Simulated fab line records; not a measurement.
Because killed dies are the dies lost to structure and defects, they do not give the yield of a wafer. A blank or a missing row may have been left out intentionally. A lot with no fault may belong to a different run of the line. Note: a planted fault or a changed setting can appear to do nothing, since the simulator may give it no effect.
Check of tool commonality | flow sky130 | Lots sampled 13, wafers sampled 45

== WHAT PROMPTED THE OPENING ==
At SKY_VT_ADJUST_NCORE_CD_MEAS_07 the reading cdNm is flagged on 2 of 13 lots. Fault-free wafers read 380.1 nm, with a standard deviation of 2.7.
Rule: a lot gets a flag if all its wafers with a number sit over 4 standard deviations from that mean, or if no wafer of it has a number. As for the other lots, they are considered sound.

lot  | measured     | on       | cdNm (nm), wafer by wafer           | flag
L178 | day 8 21:47  | cdSem-02 | 380.3 380.0 380.4                   | 
L181 | day 9 17:50  | cdSem-01 | 378.8 378.3 376.5                   | 
L180 | day 9 19:20  | cdSem-01 | 376.3 376.1 374.1                   | 
L183 | day 10 09:40 | cdSem-02 | 385.9 384.6 383.3                   | 
L182 | day 10 13:03 | cdSem-01 | 377.4 378.8 378.6                   | 
L184 | day 10 13:20 | cdSem-02 | 374.4 378.3 376.7                   | 
L185 | day 10 20:31 | cdSem-01 | 381.3 382.4 379.8                   | 
L188 | day 11 11:32 | cdSem-01 | 384.8 384.3 383.9                   | 
L192 | day 13 00:11 | cdSem-01 | 393.7 394.3 393.2 393.8 394.2 393.1 | FLAGGED
L193 | day 13 04:49 | cdSem-02 | 392.1 393.6 392.4 392.3 393.3 392.9 | FLAGGED
L196 | day 14 00:42 | cdSem-02 | 375.5 376.4 373.8                   | 
L199 | day 14 21:26 | cdSem-01 | 380.2 381.0 382.6                   | 
L201 | day 15 10:01 | cdSem-02 | 378.1 379.6 380.2                   | 
Average over the flagged lots: 393.2 nm; offset from the usual +13.1 nm, equal to +5 standard deviations.

== WHICH TOOL RAN EACH LOT ==
The record keeps 1 process step preceding the reading, out of 708 steps on the route. Cell contents, in order: the tool; ch with the chambers the sampled wafers went through; the start.
lot  | flag    | SKY_VT_ADJUST_NCORE_EXPOSE_04
L178 |         | ilineStepper-02 ch 0, day 8 11:22
L181 |         | ilineStepper-02 ch 0, day 9 06:40
L180 |         | ilineStepper-01 ch 0, day 9 07:51
L183 |         | ilineStepper-02 ch 0, day 9 22:37
L182 |         | ilineStepper-01 ch 0, day 10 02:14
L184 |         | ilineStepper-01 ch 0, day 10 02:29
L185 |         | ilineStepper-01 ch 0, day 10 09:04
L188 |         | ilineStepper-02 ch 0, day 10 23:34
L192 | FLAGGED | ilineStepper-01 ch 0, day 12 11:27
L193 | FLAGGED | ilineStepper-01 ch 0, day 12 16:23
L196 |         | ilineStepper-02 ch 0, day 13 11:20
L199 |         | ilineStepper-02 ch 0, day 14 07:36
L201 |         | ilineStepper-02 ch 0, day 14 20:27
What these steps do:
- SKY_VT_ADJUST_NCORE_EXPOSE_04: exposes mask LVTN COMPLEMENT THIN, target cd 380 nm.
- SKY_VT_ADJUST_NCORE_CD_MEAS_07: target cd 380 nm.

== FLAGGED AGAINST TOTAL, ONE TOOL AT A TIME (gauges that did the reading follow at the end) ==
step                           | tool            | lots run | flagged | share of the flagged lots | sound lots run after its first flagged lot
SKY_VT_ADJUST_NCORE_EXPOSE_04  | ilineStepper-01 | 6        | 2       | all                       | 0
SKY_VT_ADJUST_NCORE_EXPOSE_04  | ilineStepper-02 | 7        | 0       | none                      | -
SKY_VT_ADJUST_NCORE_CD_MEAS_07 | cdSem-01        | 7        | 1       | some                      | 1 (L199)
SKY_VT_ADJUST_NCORE_CD_MEAS_07 | cdSem-02        | 6        | 1       | some                      | 2 (L196,L201)

== WHAT THE TABLE PERMITS ==
1 row of the table ran every flagged lot: ilineStepper-01 at SKY_VT_ADJUST_NCORE_EXPOSE_04.
- ilineStepper-01 at SKY_VT_ADJUST_NCORE_EXPOSE_04 ran 6 lots, 2 of them flagged. Last sound lot L185 at day 10 09:04, first flagged lot L192 at day 12 11:27; a fault beginning in between fits. Its own readings lie more than 4 standard deviations out on every wafer of the flagged lots: exposureDoseMJCm2.
ilineStepper-01 at SKY_VT_ADJUST_NCORE_EXPOSE_04 is the single tool remaining.

== WHAT WAS PUT IN BY THE SIMULATOR ==
Process parameters drifting: ilineStepper-01 at SKY_VT_ADJUST_NCORE_EXPOSE_04, beginning at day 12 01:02. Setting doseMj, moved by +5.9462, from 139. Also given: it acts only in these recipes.
Lots struck among those shown: L192, L193. The same result came from the rule above.
